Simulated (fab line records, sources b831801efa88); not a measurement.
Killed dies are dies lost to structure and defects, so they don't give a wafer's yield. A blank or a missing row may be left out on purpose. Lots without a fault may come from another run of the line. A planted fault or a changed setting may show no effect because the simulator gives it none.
A struck lot beside a sound one | flow sky130 | 43 steps out of a route of 708
Sound: wafers L770.1, L770.2, L770.5. Struck: wafers L776.1, L776.5, L776.6. The cause comes at the end.
At each step with rows: each side's tool, then ch and its chambers, then its first start. Under that, the readings that differ: sound wafers | struck wafers | difference of the means | sigmas: that difference in standard deviations of wafers without a fault.
alike: readings whose means differ by less than 2 such deviations, and words and numbers that are the same on both sides. not compared: withheld readings, readings that some wafer has no value for, bounds like >300 that may hide the same value, and numbers for which the record gives no deviation and whose values overlap.
The two part at a step that has a row with sigmas, a row that says differs or no value, or rows on one side only. Numbers that don't overlap but have no deviation are shown without sigmas and don't part them. A reading that every wafer of one side lacks parts them only if that side has two wafers or more.

first, 8 steps without rows for these wafers: SKY_DNWELL_DEHYDRATE_00 (time 60 s); SKY_DNWELL_HMDS_01 (prime time 60 s); SKY_DNWELL_COAT_02 (resist thk 3000 nm); SKY_DNWELL_SOFTBAKE_03; SKY_DNWELL_EXPOSE_04 (exposes mask DNM, target cd 3000 nm); SKY_DNWELL_PEB_05; SKY_DNWELL_DEVELOP_06 (develop time 60 s); SKY_DNWELL_IMPLANT_07.
SKY_DNWELL_STRIP_08: strips in O2/N2.
  sound on plasma_asher-04 ch 0,1, day 5 13:37; struck on plasma_asher-04 ch 0,1, day 6 18:50
  alike: chamber_pressure_mTorr, drypump_motor_current_A, n2_flow_sccm, oes_product_au, strip_time_to_endpoint_s
  not compared: rf_hours_counter_h
SKY_DNWELL_TW_MEAS_09:
  sound on film_metro-01, day 5 13:43; struck on film_metro-04, day 6 18:56
  alike: DNWELL_TW
then, 2 steps without rows for these wafers: SKY_PWDE_DEHYDRATE_00 (time 60 s); SKY_PWDE_HMDS_01 (prime time 60 s).
SKY_PWDE_COAT_02: resist thk 3000 nm.
  sound on litho_track-01 ch 0, day 5 22:01; struck on litho_track-03, day 7 05:04
  no value came back on the struck wafers for chill_plate_temp_C (C), dispense_pressure_kPa (kPa); on the sound wafers chill_plate_temp_C (C) reads 22.79 23.00 23.07
then, 4 steps without rows for these wafers: SKY_PWDE_SOFTBAKE_03; SKY_PWDE_EXPOSE_04 (exposes mask PWDEM, target cd 840 nm); SKY_PWDE_PEB_05; SKY_PWDE_DEVELOP_06 (develop time 60 s).
SKY_PWDE_OVL_MEAS_07:
  sound on overlay-02, day 6 07:46; struck on overlay-01, day 7 14:25
  reading       | sound          | struck | difference                    | sigmas
  PWDE_OVL (nm) | -3.7 -3.1 -2.9 | - - -  | no value on the struck wafers |
then, 1 step without rows for these wafers: SKY_PWDE_IMPLANT_08.
SKY_PWDE_STRIP_09: strips in O2/N2.
  sound on plasma_asher-01 ch 0,1, day 6 07:58; struck on plasma_asher-03 ch 0,1, day 7 14:36
  no value came back on the struck wafers for oes_product_au (a.u.), strip_time_to_endpoint_s (s); on the sound wafers oes_product_au (a.u.) reads 0.723 0.725 0.733
  alike: chamber_pressure_mTorr, drypump_motor_current_A, n2_flow_sccm
  not compared: rf_hours_counter_h
SKY_PWDE_TW_MEAS_10:
  sound on film_metro-04, day 6 08:04; struck on film_metro-02, day 7 14:42
  alike: PWDE_TW
then, 7 steps without rows for these wafers: SKY_NWELL_DEHYDRATE_03 (time 60 s); SKY_NWELL_HMDS_04 (prime time 60 s); SKY_NWELL_COAT_05 (resist thk 3000 nm); SKY_NWELL_SOFTBAKE_06; SKY_NWELL_EXPOSE_07 (exposes mask NWM, target cd 840 nm); SKY_NWELL_PEB_08; SKY_NWELL_DEVELOP_09 (develop time 60 s).
SKY_NWELL_OVL_MEAS_10:
  sound on overlay-01, day 7 02:26; struck on overlay-01, day 8 11:14
  alike: NWELL_00_OVL
then, 3 steps without rows for these wafers: SKY_NWELL_IMPLANT_11; SKY_NWELL_IMPLANT_12; SKY_NWELL_IMPLANT_13.
SKY_NWELL_STRIP_14: strips in O2/N2.
  sound on plasma_asher-01 ch 0,1, day 7 02:56; struck on plasma_asher-01 ch 0,1, day 8 11:44
  alike: chamber_pressure_mTorr, drypump_motor_current_A, n2_flow_sccm, oes_product_au, strip_time_to_endpoint_s
  not compared: rf_hours_counter_h
SKY_NWELL_TW_MEAS_15:
  sound on film_metro-02, day 7 03:02; struck on film_metro-01, day 8 11:50
  alike: NWELL_TW
then, 7 steps without rows for these wafers: SKY_NWELL_DEHYDRATE_16 (time 60 s); SKY_NWELL_HMDS_17 (prime time 60 s); SKY_NWELL_COAT_18 (resist thk 3000 nm); SKY_NWELL_SOFTBAKE_19; SKY_NWELL_EXPOSE_20 (exposes mask NWM COMPLEMENT, target cd 840 nm); SKY_NWELL_PEB_21; SKY_NWELL_DEVELOP_22 (develop time 60 s).
SKY_NWELL_OVL_MEAS_23:
  sound on overlay-02, day 7 23:02; struck on overlay-01, day 9 08:04
  alike: NWELL_01_OVL
SKY_NWELL_TW_MEAS_26:
  sound on film_metro-02, day 7 23:20; struck on film_metro-02, day 9 08:21
  reading    | sound       | struck      | difference | sigmas
  NWELL_2_TW | 501 503 503 | 555 555 559 | +54        | +11

WHERE THEY PART
First at SKY_PWDE_COAT_02; last, within this record, at SKY_NWELL_TW_MEAS_26.

WHY: what the simulator had put in
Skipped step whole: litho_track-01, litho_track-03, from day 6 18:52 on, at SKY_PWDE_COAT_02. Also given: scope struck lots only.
